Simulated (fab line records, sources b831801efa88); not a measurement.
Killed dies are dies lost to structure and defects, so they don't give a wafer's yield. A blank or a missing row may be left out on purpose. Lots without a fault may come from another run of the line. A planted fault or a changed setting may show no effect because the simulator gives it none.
fab line records | flow sky130
record lots=14 wafers=42 last_day=50
route steps=708 shown METAL4@630 VIA4@658 METAL5@664 PASSIVATION@683 PAD_OPEN@708
lots that met no fault: from a run of the same line without faults
start_h: hours from the record's first day to the start of the lot's first wafer shown | wait_h: hours since the lot's step before | " the same as in the row above | L1.1+2: a row that stands for several wafers | - no value, or no start given | * or withheld: withheld | < > ~ a bound
route shown NAME@n: a module of which the file shows steps, and the number in the route of the first | usual: mean/standard deviation of fault-free wafers | same: alike in all rows | chamber/n: place in a boat | sites: the reading at each site | _std_site: their standard deviation | _edge_site: outer sites' mean less inner sites' | radius_mm: how far each site lies from the wafer's centre | mask NAME#n: copy n | behind: the tool/chamber that last shaped the wafer | hold: why the lot was held/for how many hours/how that ended | device: the transistor (n, p or np) that didn't switch | end of line: the same wafers' tests at the end of the route | a step without rows: its recipe alone | killed: dies lost to structure and defects at the first sort, not the wafer's yield | map: a wafer's dies, x killed, . not, _ none there
set.NAME: the setting as run; set.NAME@STEP: as run at that earlier step | model.NAME: the simulator's own value behind a step, which no gauge read
steps of the route over a sample of lots; a table a step, a row a wafer
services: from which hour (start_h, from the record's first day; less than 0 if before it) a tool's chamber was out of use, for how many hours, and why
## steps
# step SKY_METAL4_OVL_MEAS_14
# usual METAL4_OVL=-2/5.3
# columns lot.wafer tool chamber start_h wait_h METAL4_OVL[nm]
L476.1 overlay-01 - 974.74 0.1 -6
L476.5 " - " " -12
L476.6 " - " " -13
L477.3 overlay-01 - 978.30 0.1 2
L477.4 " - " " -2
L477.5 " - " " 2
L479.2 overlay-01 - 997.86 0.1 -7
L479.5 " - " " 2
L479.6 " - " " -4
L480.3 overlay-02 - 1012.54 0.1 1
L480.4 " - " " -5
L480.6 " - " " -4
L482.2 overlay-01 - 1026.23 0.1 0
L482.3 " - " " 2
L482.6 " - " " 1
L484.3 overlay-02 - 1034.15 0.1 6
L484.4 " - " " 7
L484.5 " - " " -2
L483.4 overlay-01 - 1035.31 0.1 -7
L483.5 " - " " -11
L483.6 " - " " -5
L486.1 overlay-01 - 1041.79 0.1 -2
L486.5 " - " " -7
L486.6 " - " " -3
L485.2 overlay-01 - 1042.15 0.1 9
L485.4 " - " " 11
L485.5 " - " " 7
L488.2 overlay-01 - 1057.50 0.1 -9
L488.3 " - " " -2
L488.6 " - " " -2
L495.2 overlay-01 - 1099.79 0.1 -7
L495.3 " - " " -2
L495.4 " - " " -9
L496.3 overlay-02 - 1106.95 0.1 3
L496.4 " - " " 7
L496.5 " - " " 7
L498.1 overlay-01 - 1123.43 0.1 0
L498.4 " - " " 1
L498.6 " - " " -7
L499.1 overlay-01 - 1128.04 0.1 -7
L499.2 " - " " -7
L499.4 " - " " -5
# step SKY_VIA4_RS_MEAS_19
# recipe thk_meas_gauge=four-point-probe reads=W_of_VIA4_CVD_18+TiN_of_VIA4_SPUTTER_17
# usual VIA4_W_RS=0.2275/0.0024
# columns lot.wafer tool chamber start_h wait_h VIA4_W_RS[ohm/sq]
L476.1 film_metro-03 - 1000.28 0.1 0.2248
L476.5 " - " " 0.2245
L476.6 " - " " 0.2271
L477.3 film_metro-02 - 1003.70 0.1 0.2297
L477.4 " - " " 0.2316
L477.5 " - " " 0.2336
L479.2 film_metro-04 - 1022.15 0.1 0.2247
L479.5 " - " " 0.2265
L479.6 " - " " 0.2258
L480.3 film_metro-04 - 1037.17 0.1 0.2228
L480.4 " - " " 0.2279
L480.6 " - " " 0.2279
L482.2 film_metro-04 - 1051.29 0.1 0.2275
L482.3 " - " " 0.2281
L482.6 " - " " 0.2292
L484.3 film_metro-04 - 1058.70 0.1 0.2257
L484.4 " - " " 0.2276
L484.5 " - " " 0.2274
L483.4 film_metro-04 - 1059.13 0.1 0.2292
L483.5 " - " " 0.2257
L483.6 " - " " 0.2271
L486.1 film_metro-03 - 1065.73 0.1 0.2295
L486.5 " - " " 0.2294
L486.6 " - " " 0.2281
L485.2 film_metro-02 - 1066.28 0.1 0.2301
L485.4 " - " " 0.2291
L485.5 " - " " 0.2282
L488.2 film_metro-02 - 1080.99 0.1 0.2280
L488.3 " - " " 0.2298
L488.6 " - " " 0.2268
L495.2 film_metro-03 - 1122.59 0.2 0.2232
L495.3 " - " " 0.2266
L495.4 " - " " 0.2273
L496.3 film_metro-02 - 1129.07 0.1 0.2328
L496.4 " - " " 0.2289
L496.5 " - " " 0.2310
L498.1 film_metro-04 - 1145.17 0.1 0.2286
L498.4 " - " " 0.2228
L498.6 " - " " 0.2250
L499.1 film_metro-03 - 1148.28 0.1 0.2282
L499.2 " - " " 0.2266
L499.4 " - " " 0.2281
# step SKY_METAL5_SPUTTER_03
# recipe material=Ti target_thk_nm=5 power_w=3000 time_s=3.3 chamber_pressure_pa=0.4
# usual throttle_valve_pct=30.0/0.79
# columns lot.wafer tool chamber start_h wait_h throttle_valve_pct
L476.1 pvd_sputter-02 - 1000.86 0.0 31.0
L476.5 " - " " 29.1
L476.6 " - " " 29.9
L477.3 pvd_sputter-03 - 1004.24 0.0 29.2
L477.4 " - " " 29.1
L477.5 " - " " 30.7
L479.2 pvd_sputter-04 - 1022.71 0.0 29.9
L479.5 " - " " 30.0
L479.6 " - " " 29.5
L480.3 pvd_sputter-02 - 1037.71 0.0 28.9
L480.4 " - " " 30.9
L480.6 " - " " 30.8
L482.2 pvd_sputter-03 - 1051.84 0.0 30.7
L482.3 " - " " 29.1
L482.6 " - " " 31.2
L484.3 pvd_sputter-02 - 1059.24 0.0 30.9
L484.4 " - " " 29.2
L484.5 " - " " 30.9
L483.4 pvd_sputter-03 - 1059.65 0.0 31.2
L483.5 " - " " 29.2
L483.6 " - " " 30.9
L486.1 pvd_sputter-02 - 1066.31 0.0 29.9
L486.5 " - " " 30.1
L486.6 " - " " 29.2
L485.2 pvd_sputter-02 - 1066.91 0.0 30.7
L485.4 " - " " 30.0
L485.5 " - " " 30.8
L488.2 pvd_sputter-02 - 1081.55 0.0 29.0
L488.3 " - " " 29.9
L488.6 " - " " 29.9
L495.2 pvd_sputter-02 - 1123.15 0.0 28.8
L495.3 " - " " 31.0
L495.4 " - " " 29.2
L496.3 pvd_sputter-02 - 1129.61 0.0 30.6
L496.4 " - " " 30.6
L496.5 " - " " 29.8
L498.1 pvd_sputter-03 - 1145.75 0.0 29.0
L498.4 " - " " 31.1
L498.6 " - " " 28.7
L499.1 pvd_sputter-02 - 1148.86 0.0 29.1
L499.2 " - " " 30.0
L499.4 " - " " 30.9
# step SKY_PASSIVATION_CVD_02
# recipe material=Si3N4 target_thk_nm=540 temp_c=400 time_s=withheld rf_w=450
# usual heater_power_outer_w=410/66 heater_power_w=705/98 rf_fwd_power_W=449.3/1.2
# columns lot.wafer tool chamber start_h wait_h heater_power_outer_w heater_power_w rf_fwd_power_W
L476.1 pecvd-01 0 1024.18 0.1 452 770 450.7
L476.5 " 2 " " 306 508 449.5
L476.6 " 0 " " 363 650 450.7
L477.3 pecvd-04 0 1028.05 0.0 524 911 448.4
L477.4 " 0 " " 414 758 449.2
L477.5 " 2 " " 536 865 450.7
L479.2 pecvd-01 2 1045.86 0.0 339 538 451.1
L479.5 " 0 " " 367 653 448.8
L479.6 " 2 " " 376 567 450.2
L480.3 pecvd-04 1 1059.69 0.0 345 652 446.3
L480.4 " 0 " " 504 884 448.4
L480.6 " 2 " " 509 829 449.9
L482.2 pecvd-03 2 1074.30 0.0 391 654 449.5
L482.3 " 1 " " 348 608 449.2
L482.6 " 0 " " 375 685 450.7
L484.3 pecvd-04 2 1080.96 0.0 456 762 447.2
L484.4 " 1 " " 293 591 448.6
L484.5 " 0 " " 486 808 448.5
L483.4 pecvd-03 1 1081.87 0.1 330 579 447.6
L483.5 " 0 " " 357 679 450.6
L483.6 " 2 " " 378 648 449.8
L486.1 pecvd-04 1 1088.43 0.1 - - -
L486.5 " 0 " " - - -
L486.6 " 2 " " - - -
L485.2 pecvd-01 0 1088.62 0.0 - - -
L485.4 " 0 " " - - -
L485.5 " 2 " " - - -
L488.2 pecvd-03 1 1102.46 0.0 419 709 451.5
L488.3 " 0 " " 359 666 447.2
L488.6 " 1 " " 323 593 449.2
L495.2 pecvd-01 0 1142.32 0.0 476 805 450.4
L495.3 " 1 " " 398 715 449.8
L495.4 " 1 " " 416 718 449.8
L496.3 pecvd-04 2 1148.73 0.0 505 838 449.3
L496.4 " 1 " " 395 727 449.4
L496.5 " 2 " " 536 824 448.2
L498.1 pecvd-01 1 1164.17 0.1 404 712 449.1
L498.4 " 0 " " 467 758 448.8
L498.6 " 1 " " 463 755 449.9
L499.1 pecvd-01 0 1167.63 0.1 411 702 450.4
L499.2 " 1 " " 411 711 450.1
L499.4 " 1 " " 421 745 452.3
# step SKY_PAD_OPEN_PROBE_99
# usual defect_limited_yield=82.5/1.9 killed_at_M0_to_M3=43/6.7 killed_at_M4_up=3.2/1.9 killed_at_contacts=24/5.9 killed_at_front_end=15/4.1 killed_at_other=0.3/0.56 killed_dies=86/9.5 killed_open=47/7.4 killed_short=39/5.5 sort_bin_3_pad_short=0.8/0.4 sort_bin_5_function=10.4/1.4 sort_bin_6_memory=6.2/1.2 sort_n_pass=406/9.5 sort_yield_pct=82.5/1.9
# same gross_dies=492 killed_at_back_side=0 sort_bin_4_leakage[%]=0 sort_bin_8_speed[%]=0
# columns lot.wafer tool chamber start_h wait_h defect_limited_yield[%] killed_at_M0_to_M3 killed_at_M4_up killed_at_contacts killed_at_front_end killed_at_other killed_dies killed_open killed_short sort_bin_3_pad_short[%] sort_bin_5_function[%] sort_bin_6_memory[%] sort_n_pass sort_yield_pct[%]
L482.2 prober-01 - 1118.34 0.1 85.4 43 3 14 12 0 72 35 37 1.0 8.5 5.1 420 85.4
L482.3 prober-01 - 1118.39 0.2 82.9 40 2 31 11 0 84 48 36 0.6 9.1 7.3 408 82.9
L482.6 prober-01 - 1118.54 0.2 83.3 42 5 17 18 0 82 52 30 0.8 11.6 4.3 410 83.3
L483.4 prober-01 - 1124.94 0.2 83.3 45 1 22 13 1 82 44 38 0.6 10.4 5.7 410 83.3
L483.5 prober-01 - 1124.99 0.2 85.0 28 4 25 17 0 74 46 28 0.8 6.9 7.3 418 85.0
L483.6 prober-01 - 1125.04 0.2 81.3 42 4 26 20 0 92 58 34 0.4 11.2 7.1 400 81.3
L495.2 prober-02 - 1179.88 0.1 82.9 40 3 28 12 1 84 43 41 1.0 10.2 5.9 408 82.9
L495.3 prober-02 - 1179.93 0.2 78.9 53 5 24 22 0 104 60 44 1.2 12.2 7.7 388 78.9
L495.4 prober-02 - 1179.98 0.2 83.5 40 2 23 16 0 81 42 39 1.2 9.3 5.9 411 83.5
L496.3 prober-01 - 1185.04 0.2 83.3 41 3 21 16 1 82 47 35 0.8 8.7 7.1 410 83.3
L496.4 prober-01 - 1185.09 0.2 83.9 45 2 20 12 0 79 44 35 0.4 7.9 7.7 413 83.9
L496.5 prober-01 - 1185.14 0.2 83.5 50 0 19 11 1 81 41 40 0.8 9.3 6.3 411 83.5
L498.1 prober-01 - 1198.79 0.1 85.2 34 7 20 12 0 73 36 37 1.0 10.6 3.3 419 85.2
L498.4 prober-01 - 1198.94 0.2 82.7 45 5 22 13 0 85 47 38 1.0 10.4 5.9 407 82.7
L498.6 prober-01 - 1199.04 0.2 87.8 37 4 12 7 0 60 24 36 0.6 7.3 4.3 432 87.8
L499.1 prober-02 - 1202.32 0.1 83.5 49 1 21 10 0 81 38 43 0.8 10.0 5.7 411 83.5
L499.2 prober-02 - 1202.37 0.1 83.7 39 3 19 19 0 80 46 34 0.4 10.4 5.5 412 83.7
L499.4 prober-02 - 1202.47 0.2 81.9 53 4 20 12 0 89 47 42 0.4 10.8 6.9 403 81.9
# killed by level:class
L482.2 VIA1:geometric_particle:open=9 CONTACT:geometric_particle:open=7 METAL1:geometric_particle:short=7 METAL2:geometric_particle:short=5 VIA2:geometric_particle:open=5 FIELD_ISO:geometric_particle:short=4 VIA1:geometric_particle:short=4 FIELD_ISO:geometric_particle:open=3
L482.3 CONTACT:geometric_particle:open=11 VIA2:geometric_particle:open=10 VIA1:geometric_particle:open=8 LI_CONTACT:geometric_particle:open=6 CONTACT:geometric_particle:short=5 POLY_GATE:geometric_particle:short=4 METAL1:geometric_particle:short=4 METAL2:geometric_particle:short=4
L482.6 VIA1:geometric_particle:open=10 POLY_GATE:geometric_particle:open=7 VIA2:geometric_particle:open=7 LI_CONTACT:geometric_particle:open=5 CONTACT:geometric_particle:open=5 VIA1:geometric_particle:short=5 VIA3:geometric_particle:open=5 FIELD_ISO:geometric_particle:short=3
L483.4 CONTACT:geometric_particle:open=10 METAL2:geometric_particle:short=9 VIA2:geometric_particle:open=8 VIA1:geometric_particle:open=7 LI_CONTACT:geometric_particle:open=6 METAL1:geometric_particle:short=5 VIA1:geometric_particle:short=5 POLY_GATE:geometric_particle:short=4
L483.5 VIA1:geometric_particle:open=10 CONTACT:geometric_particle:open=9 LI_CONTACT:geometric_particle:open=7 VIA2:geometric_particle:open=7 POLY_GATE:geometric_particle:open=6 CONTACT:geometric_particle:short=6 FIELD_ISO:geometric_particle:short=5 POLY_GATE:geometric_particle:short=4
L483.6 VIA1:geometric_particle:open=13 CONTACT:geometric_particle:open=12 LI_CONTACT:geometric_particle:open=8 POLY_GATE:geometric_particle:open=7 VIA1:geometric_particle:short=7 VIA3:geometric_particle:open=6 FIELD_ISO:geometric_particle:short=5 VIA2:geometric_particle:open=4
L495.2 CONTACT:geometric_particle:open=14 VIA1:geometric_particle:short=8 VIA1:geometric_particle:open=6 VIA2:geometric_particle:open=6 LOCAL_INTERCONNECT:geometric_particle:short=5 CONTACT:geometric_particle:short=5 METAL1:geometric_particle:short=5 METAL3:geometric_particle:short=4
L495.3 VIA1:geometric_particle:open=12 CONTACT:geometric_particle:open=10 FIELD_ISO:geometric_particle:open=7 VIA1:geometric_particle:short=7 VIA2:geometric_particle:open=6 METAL2:geometric_particle:short=6 VIA3:geometric_particle:open=6 LI_CONTACT:geometric_particle:open=5
L495.4 LI_CONTACT:geometric_particle:open=10 METAL1:geometric_particle:short=10 CONTACT:geometric_particle:open=6 VIA1:geometric_particle:open=6 FIELD_ISO:geometric_particle:short=5 CONTACT:geometric_particle:short=5 VIA1:geometric_particle:short=5 VIA2:geometric_particle:open=5
L496.3 CONTACT:geometric_particle:open=9 VIA1:geometric_particle:open=9 VIA2:geometric_particle:open=8 VIA1:geometric_particle:short=7 FIELD_ISO:geometric_particle:open=5 LOCAL_INTERCONNECT:geometric_particle:short=5 POLY_GATE:geometric_particle:open=4 CONTACT:geometric_particle:short=4
L496.4 VIA1:geometric_particle:open=10 CONTACT:geometric_particle:open=9 VIA2:geometric_particle:open=7 METAL1:geometric_particle:short=6 VIA3:geometric_particle:open=5 CONTACT:geometric_particle:short=5 METAL2:geometric_particle:short=4 POLY_GATE:geometric_particle:short=3
L496.5 VIA1:geometric_particle:open=12 VIA2:geometric_particle:open=9 CONTACT:geometric_particle:open=7 VIA1:geometric_particle:short=6 METAL1:geometric_particle:short=5 METAL2:geometric_particle:short=5 POLY_GATE:geometric_particle:short=4 LOCAL_INTERCONNECT:geometric_particle:short=4
L498.1 CONTACT:geometric_particle:open=8 VIA3:geometric_particle:open=8 VIA1:geometric_particle:open=6 METAL4:geometric_particle:short=6 FIELD_ISO:geometric_particle:short=5 METAL1:geometric_particle:short=5 LI_CONTACT:geometric_particle:open=4 METAL3:geometric_particle:short=4
L498.4 VIA3:geometric_particle:open=9 VIA1:geometric_particle:open=7 VIA2:geometric_particle:open=7 CONTACT:geometric_particle:open=7 VIA1:geometric_particle:short=6 LI_CONTACT:geometric_particle:short=5 VIA2:geometric_particle:short=5 FIELD_ISO:geometric_particle:open=4
L498.6 VIA1:geometric_particle:open=8 METAL2:geometric_particle:short=8 LI_CONTACT:geometric_particle:open=5 METAL1:geometric_particle:short=4 VIA1:geometric_particle:short=4 VIA2:geometric_particle:open=4 VIA2:geometric_particle:short=3 METAL4:geometric_particle:short=3
L499.1 VIA1:geometric_particle:open=12 LOCAL_INTERCONNECT:geometric_particle:short=6 CONTACT:geometric_particle:open=6 METAL1:geometric_particle:short=6 VIA1:geometric_particle:short=5 CONTACT:geometric_particle:short=5 METAL2:geometric_particle:short=5 VIA2:geometric_particle:open=5
L499.2 VIA1:geometric_particle:open=10 FIELD_ISO:geometric_particle:open=6 VIA1:geometric_particle:short=6 CONTACT:geometric_particle:open=5 LI_CONTACT:geometric_particle:short=5 METAL2:geometric_particle:short=5 VIA2:geometric_particle:open=5 VIA3:geometric_particle:open=5
L499.4 VIA1:geometric_particle:open=13 VIA2:geometric_particle:open=8 LOCAL_INTERCONNECT:geometric_particle:short=5 CONTACT:geometric_particle:open=5 VIA1:geometric_particle:short=5 VIA2:geometric_particle:short=5 VIA3:geometric_particle:open=5 METAL1:geometric_particle:short=4
## services
# columns tool chamber start_h hours kind
pvd_sputter-04 - 988.89 3.6 repair
pecvd-03 2 1001.76 23.7 repair
pecvd-01 1 1010.17 2.1 scheduled_down
pecvd-01 1 1012.30 - clean
pecvd-01 1 1012.30 - consumable_replace:showerhead
pecvd-01 1 1012.30 29.0 scheduled_down
pecvd-01 1 1012.30 29.0 vent_cycle
pecvd-03 1 1017.23 4.1 repair
pecvd-04 - 1025.43 1.2 repair
pecvd-03 2 1025.45 2.1 scheduled_down
pecvd-04 2 1037.79 5.5 scheduled_down
pecvd-01 1 1043.79 5.5 scheduled_down
pecvd-03 - 1047.68 6.0 pm
pvd_sputter-04 - 1069.63 5.3 repair
pvd_sputter-03 - 1075.49 11.1 repair
pecvd-01 - 1085.50 2.8 pm
pvd_sputter-03 - 1093.45 15.1 repair
pecvd-01 1 1120.64 6.3 repair
pvd_sputter-04 - 1132.14 4.7 repair
pvd_sputter-03 - 1133.68 1.4 repair
pecvd-01 0 1135.73 5.5 scheduled_down
pecvd-04 - 1141.45 0.4 repair
pvd_sputter-04 - 1154.21 3.7 repair
pecvd-01 2 1161.30 5.5 scheduled_down
## key
first_sign step=SKY_PASSIVATION_CVD_02 reading=tool_record direction=missing
effect none on later readings
met_at SKY_PASSIVATION_CVD_02
struck_lots L485,L486
scrapped_behind SKY_PASSIVATION_THK_MEAS_03 L485.2,L485.4,L485.5,L486.1,L486.5,L486.6
not_acting_at SKY_METAL4_OVL_MEAS_14,SKY_VIA4_RS_MEAS_19,SKY_METAL5_SPUTTER_03
onset_between 1080.96 1088.43
fault kind=skipped_step_whole tool=pecvd-01,pecvd-04 chamber=- onset_h=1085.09 steps=SKY_PASSIVATION_CVD_02 scope=struck_lots_only
